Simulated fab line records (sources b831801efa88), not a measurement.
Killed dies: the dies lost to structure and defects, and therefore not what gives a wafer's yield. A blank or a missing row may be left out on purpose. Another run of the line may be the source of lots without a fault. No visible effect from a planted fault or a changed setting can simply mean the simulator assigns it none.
A lot that was struck, set against a sound lot	flow sky130	43 steps out of a route of 708
Sound: wafers L974.3, L974.5, L974.6. Wafers struck: L984.2, L984.3, L984.5. The cause is given at the end.
Each step with rows lists, per side, the tool, then ch with its chambers, then its first start. Under that, the readings that differ: sound wafers	struck wafers	difference of the means	sigmas: that difference in standard deviations of wafers without a fault.
alike: readings whose means differ by less than 2 such deviations, and words and numbers that are the same on both sides. not compared: withheld readings, readings that some wafer has no value for, bounds like >300 that may hide the same value, and numbers for which the record gives no deviation and whose values overlap.
Wherever a step has rows on one side only, a row that says differs or no value, or a row with sigmas, the two part there. Non-overlapping numbers with no deviation appear without sigmas and do not part them. A reading missing from all wafers of one side parts the sides only when that side holds two or more wafers.

first, 2 steps without rows for these wafers: SKY_VIA2_SPUTTER_20 (material TiN, target thk 20 nm, time 80 s); SKY_VIA2_CVD_21 (deposits W, target thk 420 nm, time 126.4 s).
SKY_VIA2_RS_MEAS_22: measures by four-point-probe.
  sound on film-metro-03, day 36 10:50; struck on film-metro-03, day 39 22:57
  alike: VIA2_W_RS
SKY_VIA2_THK_MEAS_23: measures by xrf.
  sound on film-metro-03, day 36 10:56; struck on film-metro-03, day 39 23:04
  alike: VIA2_W_THK
SKY_VIA2_CMP_24: polishes, stops on SiO2, t overpolish 20 s, target thk 0 nm.
  sound on cmp-02 ch 1,2, day 36 10:59; struck on cmp-01 ch 0,1,2, day 39 23:07
  alike: motor-current-A, overpolish-run-s, time-to-endpoint-s
then, 2 steps without rows for these wafers: SKY_METAL3_SPUTTER_00 (material Ti, target thk 15 nm, time 10 s); SKY_METAL3_SPUTTER_01 (material TiN, target thk 20 nm, time 16.7 s).
SKY_METAL3_SPUTTER_02: material AlCu, target thk 735 nm, time 39.1 s.
  sound on pvd-sputter-01, day 36 11:20; struck on pvd-sputter-01, day 39 23:28
  alike: chamber-pressure-pa, throttle-valve-pct
SKY_METAL3_SPUTTER_03: material Ti, target thk 5 nm, time 3.3 s.
  sound on pvd-sputter-01, day 36 11:22; struck on pvd-sputter-01, day 39 23:30
  alike: chamber-pressure-pa, throttle-valve-pct
then, 2 steps without rows for these wafers: SKY_METAL3_SPUTTER_04 (material TiN, target thk 70 nm, time 58.3 s); SKY_CAPM_CVD_00 (deposits SiO2, target thk 15.5 nm).
SKY_CAPM_THK_MEAS_01:
  sound on film-metro-04, day 36 11:29; struck on film-metro-02, day 39 23:36
  alike: CAPM_CVD_00_THK
SKY_CAPM_SPUTTER_02: material TiN, target thk 200 nm, time 166.7 s.
  sound on pvd-sputter-02, day 36 11:31; struck on pvd-sputter-04, day 39 23:39
  alike: chamber-pressure-pa, throttle-valve-pct
SKY_CAPM_RS_MEAS_03: measures by four-point-probe.
  sound on film-metro-02, day 36 11:40; struck on film-metro-04, day 39 23:47
  alike: CAPM_TIN_RS
SKY_CAPM_THK_MEAS_04: measures by xrf.
  sound on film-metro-02, day 36 11:46; struck on film-metro-04, day 39 23:53
  alike: CAPM_TIN_THK
then, 7 steps without rows for these wafers: SKY_CAPM_DEHYDRATE_05 (time 60 s); SKY_CAPM_HMDS_06 (prime time 60 s); SKY_CAPM_COAT_07 (resist thk 1140 nm); SKY_CAPM_SOFTBAKE_08 (time 60 s); SKY_CAPM_EXPOSE_09 (exposes mask CAPM, target cd 1000 nm); SKY_CAPM_PEB_10; SKY_CAPM_DEVELOP_11 (develop time 60 s).
SKY_CAPM_OVL_MEAS_12:
  sound on overlay-01, day 37 13:16; struck on overlay-01, day 40 23:35
  alike: CAPM_OVL
SKY_CAPM_METAL_ETCH_13: etches TiN in Cl2/BCl3, stops on SiO2, target depth 220 nm, time 62.9 s.
  sound on rie-metal-04 ch 0,1, day 37 13:19; struck on rie-metal-01 ch 0,1, day 40 23:37
  alike: bias-w, drypump-motor-current-A, oes-product-au, throttle-valve-pct
  not compared: rf-hours-counter-h
then, 12 steps without rows for these wafers: SKY_CAPM_STRIP_14 (strips in O2/N2); SKY_CAPM_STRIP_15 (strips in post etch residue remover, time 1200 s); SKY_CAPM_CLEAN_16 (cleans in IPA, time 180 s); SKY_CAPM_CLEAN_17 (cleans in O3/DIW); SKY_METAL3_DEHYDRATE_05 (time 60 s); SKY_METAL3_HMDS_06 (prime time 60 s); SKY_METAL3_COAT_07 (resist thk 60 nm); SKY_METAL3_COAT_08 (resist thk 1140 nm); SKY_METAL3_SOFTBAKE_09 (time 90 s); SKY_METAL3_EXPOSE_10 (exposes mask MM3, target cd 300 nm); SKY_METAL3_PEB_11; SKY_METAL3_DEVELOP_12 (develop time 60 s).
SKY_METAL3_CD_MEAS_13 targets a cd of 300 nm.
  sound on cd-sem-02, day 38 15:48; struck on cd-sem-02, day 41 23:51
  alike: cd-nm
SKY_METAL3_OVL_MEAS_14:
  sound on overlay-02, day 38 15:53; struck on overlay-01, day 41 23:58
  alike: METAL3_OVL
then, 2 steps without rows for these wafers: SKY_METAL3_DESCUM_15 (chemistry O2, time 8 s); SKY_METAL3_ETCH_16 (etches BARC in N2/H2, stops on SiO2, time 88.2 s, target depth 60 nm).
SKY_METAL3_ETCH_17: etches SiO2 in C4F8/O2/Ar, stops on TiN, time 3.9 s, target depth 15 nm.
  sound on rie-diel-04 ch 0,2,3, day 38 16:03; struck on rie-diel-02 ch 0,1,3, day 42 00:07
  alike: bias-w, oes-product-au
then, 1 step without rows for these wafers: SKY_METAL3_METAL_ETCH_18 (etches the open film in Cl2/BCl3, stops on SiO2, target depth 845 nm, time 183.1 s).
-- the record jumps here: 7 days lie between the struck wafers' starts before and after (it left off in module METAL3 and takes up again in module PAD_OPEN, whose first step shown is number 708 of the route) --
SKY_PAD_OPEN_PROBE_99:
  sound on prober-02, day 45 19:39; struck on prober-01, day 48 16:37
reading	sound	struck	difference	sigmas
defect-limited-yield (%)	84.3 80.7 84.3	72.0 75.6 79.3	-7.5	-4
killed-at-other	0 0 0	53 38 33	+41	+62
killed-dies	77 95 77	138 120 102	+37	+4
sort_bin_3_pad_short (%)	0.2 0.6 0.8	2.8 2.4 2.2	+1.9	+5
sort_bin_5_function (%)	7.7 11.0 9.1	17.1 14.6 13.8	+5.9	+5
sort-n-pass	415 397 415	354 372 390	-37	-4
sort-yield-pct (%)	84.3 80.7 84.3	72.0 75.6 79.3	-7.5	-4
model.etest.tester.sort-n-pass	415 397 415	354 372 390	-37	
model.etest.tester.sort-yield-pct (%)	84.35 80.69 84.35	71.95 75.61 79.27	-7.52	
model.etest.tester.sort_bin_5_pct (%)	7.724 10.98 9.146	17.07 14.63 13.82	+5.89	
model.etest.tester.sort_bin_3_pct (%)	0.2033 0.6098 0.813	2.846 2.439 2.236	+1.965	
  alike: killed_at_M0_to_M3, killed_at_M4_up, killed-at-contacts, killed-at-front-end, killed-open, killed-short, sort_bin_6_memory

== WHERE THEY PART ==
Within this record, at SKY_PAD_OPEN_PROBE_99 only.

WHY: the cause the simulator had injected
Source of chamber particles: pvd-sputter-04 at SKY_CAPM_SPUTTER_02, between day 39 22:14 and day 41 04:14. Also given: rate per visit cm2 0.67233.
